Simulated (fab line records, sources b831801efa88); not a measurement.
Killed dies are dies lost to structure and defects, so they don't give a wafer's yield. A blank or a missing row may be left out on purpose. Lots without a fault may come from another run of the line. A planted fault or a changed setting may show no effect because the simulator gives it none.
fab line records | flow sfq_line
record lots=6 wafers=18 last_day=89
route steps=325 shown M5@208 A5B@209 R5@212
lots that met no fault: from a run of the same line without faults
start_h: hours from the record's first day to the start of the lot's first wafer shown | wait_h: hours since the lot's step before | " the same as in the row above | L1.1+2: a row that stands for several wafers | - no value, or no start given | * or withheld: withheld | < > ~ a bound
route shown NAME@n: a module of which the file shows steps, and the number in the route of the first | usual: mean/standard deviation of fault-free wafers | same: alike in all rows | chamber/n: place in a boat | sites: the reading at each site | _std_site: their standard deviation | _edge_site: outer sites' mean less inner sites' | radius_mm: how far each site lies from the wafer's centre | mask NAME#n: copy n | behind: the tool/chamber that last shaped the wafer | hold: why the lot was held/for how many hours/how that ended | device: the transistor (n, p or np) that didn't switch | end of line: the same wafers' tests at the end of the route | a step without rows: its recipe alone | killed: dies lost to structure and defects at the first sort, not the wafer's yield | map: a wafer's dies, x killed, . not, _ none there
set.NAME: the setting as run; set.NAME@STEP: as run at that earlier step | model.NAME: the simulator's own value behind a step, which no gauge read
lots at some steps of the route; a table a step, a row a wafer
services: from which hour (start_h, from the record's first day; less than 0 if before it) a tool's chamber was out of use, for how many hours, and why
## steps
# step SFQ_TRILAYER_M5_STRIP_SOLV_CLEAN_128
# recipe chemistry=NMP temp_c=70 time_s=600
# step SFQ_TRILAYER_A5B_DEP_PECVD_129
# recipe material=SiO2 temp_c=150 time_s=133.33 pressure_torr=2.4 rf_w=183.3 precursor=SiH4/N2O target_thk_nm=600
# usual heater_power_w=89/16 throttle_valve_pct=24.1/1.1
# columns lot.wafer tool chamber start_h wait_h heater_power_w throttle_valve_pct
L969.3 pecvd-01 1 1155.07 0.0 69 24.6
L969.4 " 2 " " 83 23.5
L969.5 " 0 " " 112 25.0
L976.1 pecvd-03 1 1243.60 0.0 70 23.3
L976.2 " 0 " " 74 22.8
L976.3 " 2 " " 116 25.9
L985.1 pecvd-04 0 1463.56 0.0 84 25.8
L985.4 " 2 " " 92 23.4
L985.6 " 0 " " 88 25.5
L986.2 pecvd-04 0 1619.09 0.0 91 26.2
L986.3 " 2 " " 96 23.4
L986.6 " 0 " " 90 25.9
L990.2 pecvd-04 2 1648.79 0.0 95 23.7
L990.4 " 0 " " 77 25.8
L990.5 " 2 " " 97 23.5
L992.1 pecvd-01 1 1660.77 0.0 66 24.7
L992.3 " 0 " " 96 24.9
L992.6 " 2 " " 87 24.0
# step SFQ_TRILAYER_A5B_CMP_CMP_130
# recipe stop_on=Nb down_force_psi=3 platen_rpm=60 target_thk_nm=340.7
# usual motor_current_A=10.1/0.86 slurry_flow_ml_min=150.0/0.53
# columns lot.wafer tool chamber start_h wait_h motor_current_A slurry_flow_ml_min
L969.4 cmp-01 0 1174.77 19.6 9.0 149.4
L969.3 " 2 1175.77 20.6 10.6 150.0
L969.5 " 1 1177.27 22.1 11.0 150.1
L976.2 cmp-02 2 1253.15 9.5 9.0 150.1
L976.1 " 3 " " 11.8 148.9
L976.3 " 0 " " 9.6 149.7
L985.1 cmp-02 3 1463.65 0.0 12.0 150.2
L985.4 " 1 1464.65 1.0 10.0 149.9
L985.6 " 3 1465.65 2.0 11.8 149.3
L986.3 cmp-01 1 1619.70 0.6 11.1 149.5
L986.2 " 3 1620.70 1.6 11.1 149.6
L986.6 " 1 1621.70 2.5 10.7 148.7
L990.2 cmp-01 0 1649.88 1.0 8.9 150.1
L990.4 " 1 " " 10.7 149.8
L990.5 " 0 1651.88 3.0 9.2 150.3
L992.3 cmp-01 0 1662.48 1.7 9.2 150.0
L992.1 " 2 1663.48 2.7 10.4 149.8
L992.6 " 3 " " 10.5 150.6
# step SFQ_TRILAYER_A5B_METRO_MEASURE_131
# usual thk_nm=341/5.7
# columns lot.wafer tool chamber start_h wait_h thk_nm
L969.3 film_metro-04 - 1178.17 1.9 340
L969.4 " - " " 347
L969.5 " - " " 347
L976.1 film_metro-04 - 1256.15 2.0 345
L976.2 " - " " 342
L976.3 " - " " 348
L985.1 film_metro-03 - 1466.65 2.5 350
L985.4 " - " " 344
L985.6 " - " " 348
L986.2 film_metro-02 - 1622.90 1.7 335
L986.3 " - " " 347
L986.6 " - " " 335
L990.2 film_metro-02 - 1652.58 2.2 342
L990.4 " - " " 348
L990.5 " - " " 347
L992.1 film_metro-04 - 1664.98 1.0 334
L992.3 " - " " 332
L992.6 " - " " 319
# step SFQ_TRILAYER_R5_DEP_SPUTTER_132
# recipe material=Ti base_pressure_pa=1.33e-06 target_thk_nm=5 power_w=2000 time_s=5 chamber_pressure_pa=0.4
# usual throttle_valve_pct=29.2/1.2
# columns lot.wafer tool chamber start_h wait_h throttle_valve_pct
L969.3 pvd_sputter-04 - 1178.97 0.6 27.5
L969.4 " - " " 28.9
L969.5 " - " " 28.8
L976.1 pvd_sputter-04 - 1257.35 1.0 28.4
L976.2 " - " " 29.2
L976.3 " - " " 27.5
L985.1 pvd_sputter-04 - 1467.85 1.0 29.3
L985.4 " - " " 29.0
L985.6 " - " " 27.4
L986.2 pvd_sputter-04 - 1623.90 0.8 28.7
L986.3 " - " " 27.5
L986.6 " - " " 28.8
L990.2 pvd_sputter-04 - 1653.58 0.8 27.5
L990.4 " - " " 28.4
L990.5 " - " " 29.9
L992.1 pvd_sputter-03 - 1666.18 1.0 32.0
L992.3 " - " " 28.3
L992.6 " - " " 28.4
# step SFQ_TRILAYER_R5_DEP_SPUTTER_133
# recipe material=MoNx base_pressure_pa=1.33e-06 target_thk_nm=40 power_w=1000 time_s=66.7 chamber_pressure_pa=0.4
# step SFQ_TRILAYER_R5_DEP_SPUTTER_134
# recipe material=Ti base_pressure_pa=1.33e-06 target_thk_nm=5 power_w=2000 time_s=5 chamber_pressure_pa=0.4
# step SFQ_R5_RS_MEAS_933
# recipe thk_meas_gauge=four-point-probe reads=Ti_of_TRILAYER_R5_DEP_SPUTTER_134+MoNx_of_TRILAYER_R5_DEP_SPUTTER_133+Ti_of_TRILAYER_R5_DEP_SPUTTER_132
# usual R5_MONX_RS=7.02/0.085
# columns lot.wafer tool chamber start_h wait_h R5_MONX_RS[ohm/sq]
L969.3 film_metro-03 - 1179.10 0.0 6.99
L969.4 " - " " 6.99
L969.5 " - " " 7.06
L976.1 film_metro-03 - 1257.44 0.0 6.93
L976.2 " - " " 6.87
L976.3 " - " " 6.86
L985.1 film_metro-04 - 1467.95 0.0 6.92
L985.4 " - " " 6.93
L985.6 " - " " 6.96
L986.2 film_metro-01 - 1624.01 0.0 7.12
L986.3 " - " " 7.09
L986.6 " - " " 7.06
L990.2 film_metro-01 - 1653.70 0.0 7.07
L990.4 " - " " 6.98
L990.5 " - " " 7.10
L992.1 film_metro-03 - 1666.28 0.0 7.08
L992.3 " - " " 7.00
L992.6 " - " " 7.00
# step SFQ_R5_THK_MEAS_934
# recipe thk_meas_gauge=xrf reads=MoNx_of_TRILAYER_R5_DEP_SPUTTER_133
# usual R5_MONX_THK=39.6/0.48
# columns lot.wafer tool chamber start_h wait_h R5_MONX_THK[nm]
L969.3 film_metro-03 - 1179.20 0.1 39.9
L969.4 " - " " 40.0
L969.5 " - " " 39.5
L976.1 film_metro-03 - 1257.56 0.1 40.3
L976.2 " - " " 40.4
L976.3 " - " " 40.6
L985.1 film_metro-04 - 1468.07 0.1 40.1
L985.4 " - " " 40.1
L985.6 " - " " 39.7
L986.2 film_metro-01 - 1624.12 0.1 39.3
L986.3 " - " " 39.3
L986.6 " - " " 39.5
L990.2 film_metro-01 - 1653.81 0.1 39.3
L990.4 " - " " 40.0
L990.5 " - " " 39.8
L992.1 film_metro-03 - 1666.40 0.1 39.4
L992.3 " - " " 39.8
L992.6 " - " " 39.9
# step SFQ_TRILAYER_R5_LITHO_COAT_141
# recipe resist=BARC spin_rpm=3000 resist_thk_nm=62
# step SFQ_TRILAYER_R5_LITHO_COAT_136
# recipe resist=KrF spin_rpm=3000 resist_thk_nm=600
# step SFQ_TRILAYER_R5_LITHO_SOFTBAKE_140
# recipe temp_c=withheld time_s=withheld resist=KrF
# step SFQ_TRILAYER_R5_LITHO_EXPOSE_137
# recipe mask_id=R5 na=0.6 source_shape=conventional sigma_outer=0.65 target_cd_nm=500 dose_mj=14.4
# same na=0.6
# columns lot.wafer tool chamber start_h wait_h mask model.R5.overlay_x_nm
L969.3+4+5 krf_scanner-01 0 1309.73 - R5#0 -1.266
L976.1+2+3 krf_scanner-01 0 1396.73 - R5#0 6.591
L985.1+4+6 krf_scanner-01 0 1597.22 - R5#0 163.6
L986.2+3+6 krf_scanner-01 0 1627.50 - R5#0 165.4
L990.2+4+5 krf_scanner-02 0 1655.21 - R5#0 -2.06
L992.1+3+6 krf_scanner-02 0 1667.73 - R5#0 12.09
# step SFQ_TRILAYER_R5_LITHO_PEB_139
# recipe peb_temp_c=115 peb_time_s=60 resist=KrF
# step SFQ_TRILAYER_R5_LITHO_DEVELOP_138
# recipe time_s=60 resist=KrF
# step SFQ_R5_OVL_MEAS_935
# usual R5_OVL=2/5.6
# columns lot.wafer tool chamber start_h wait_h R5_OVL[nm]
L969.3 overlay-02 - 1310.84 0.1 7
L969.4 " - " " -2
L969.5 " - " " 0
L976.1 overlay-01 - 1398.23 0.1 6
L976.2 " - " " 3
L976.3 " - " " 1
L985.1 overlay-01 - 1598.72 0.1 165
L985.4 " - " " 169
L985.6 " - " " 166
L986.2 overlay-01 - 1628.80 0.1 165
L986.3 " - " " 164
L986.6 " - " " 166
L990.2 overlay-02 - 1656.52 0.1 1
L990.4 " - " " 5
L990.5 " - " " 7
L992.1 overlay-02 - 1669.23 0.1 8
L992.3 " - " " 6
L992.6 " - " " 10
# step SFQ_TRILAYER_R5_BARC_OPEN_METAL_ETCH_177
# recipe mask_material=PR chemistry=O2 target_depth_nm=125 target=BARC icp_w=600 bias_w=80 pressure_mtorr=10 time_s=41.7
# usual bias_w=79.97/0.25 drypump_motor_current_A=5.52/0.21 oes_product_au=0.685/0.0044
# columns lot.wafer tool chamber start_h wait_h bias_w drypump_motor_current_A oes_product_au rf_hours_counter_h
L969.3 rie_metal-02 0 1310.88 0.0 80.56 5.21 0.686 -
L969.4 " 1 " " 79.75 5.84 0.691 -
L969.5 " 0 " " 79.84 5.19 0.684 -
L976.1 rie_metal-02 1 1398.26 0.0 79.99 5.81 0.686 63
L976.2 " 0 " " 80.26 5.21 0.681 81
L976.3 " 0 " " 79.76 5.20 0.686 -
L985.1 rie_metal-02 0 1598.75 0.0 80.42 5.23 0.688 103
L985.4 " 1 " " 79.69 5.83 0.690 -
L985.6 " 0 " " 80.21 5.20 0.678 -
L986.2 rie_metal-04 0 1628.83 0.0 80.24 5.60 0.687 39
L986.3 " 1 " " 79.67 5.55 0.678 -
L986.6 " 1 " " 80.11 5.53 0.680 -
L990.2 rie_metal-01 0 1656.55 0.0 79.96 5.39 0.690 15
L990.4 " 1 " " 80.04 5.59 0.681 -
L990.5 " 1 " " 79.76 5.58 0.683 -
L992.1 rie_metal-04 0 1669.27 0.0 80.08 5.59 0.676 44
L992.3 " 1 " " 79.96 5.56 0.684 -
L992.6 " 1 " " 79.83 5.56 0.681 -
## services
# columns tool chamber start_h hours kind
cmp-01 - 1134.32 2.8 repair
cmp-01 - 1142.89 1.9 repair
krf_scanner-01 - 1154.78 1.0 pm
krf_scanner-01 - 1170.31 1.3 pm
krf_scanner-01 - 1208.86 0.8 pm
cmp-01 - 1211.15 0.8 repair
krf_scanner-01 - 1222.71 2.3 repair
cmp-01 - 1225.02 6.5 repair
pvd_sputter-04 - 1228.59 1.2 repair
cmp-01 - 1255.53 5.0 pm
krf_scanner-01 - 1256.49 0.2 repair
cmp-01 - 1260.55 4.0 pm
krf_scanner-01 - 1270.68 5.1 repair
cmp-01 - 1272.21 4.9 repair
cmp-01 - 1292.30 4.8 pm
krf_scanner-01 - 1323.73 1.0 pm
krf_scanner-01 - 1346.52 1.3 pm
cmp-01 - 1375.38 6.5 repair
krf_scanner-01 - 1378.46 0.8 pm
cmp-01 - 1402.49 0.6 repair
krf_scanner-01 - 1415.93 4.4 pm
krf_scanner-01 - 1432.63 4.0 pm
cmp-01 - 1462.56 4.3 repair
pvd_sputter-04 - 1521.82 3.0 repair
## key
first_sign step=SFQ_R5_OVL_MEAS_935 reading=R5_OVL direction=up sigmas=29 usual=2 struck=166
effect none on later readings
model_effect step=SFQ_TRILAYER_R5_LITHO_EXPOSE_137 value=R5.overlay_x_nm without=3.42 struck=164.5
met_at SFQ_TRILAYER_R5_LITHO_EXPOSE_137
struck_wafers L985.1,L985.4,L985.6,L986.2,L986.3,L986.6
onset_between 1396.73 1597.22
fault kind=scanner_matching_overlay tool=krf_scanner-01 chamber=- onset_h=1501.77 steps=SFQ_TRILAYER_R5_LITHO_EXPOSE_137 offset=161.07
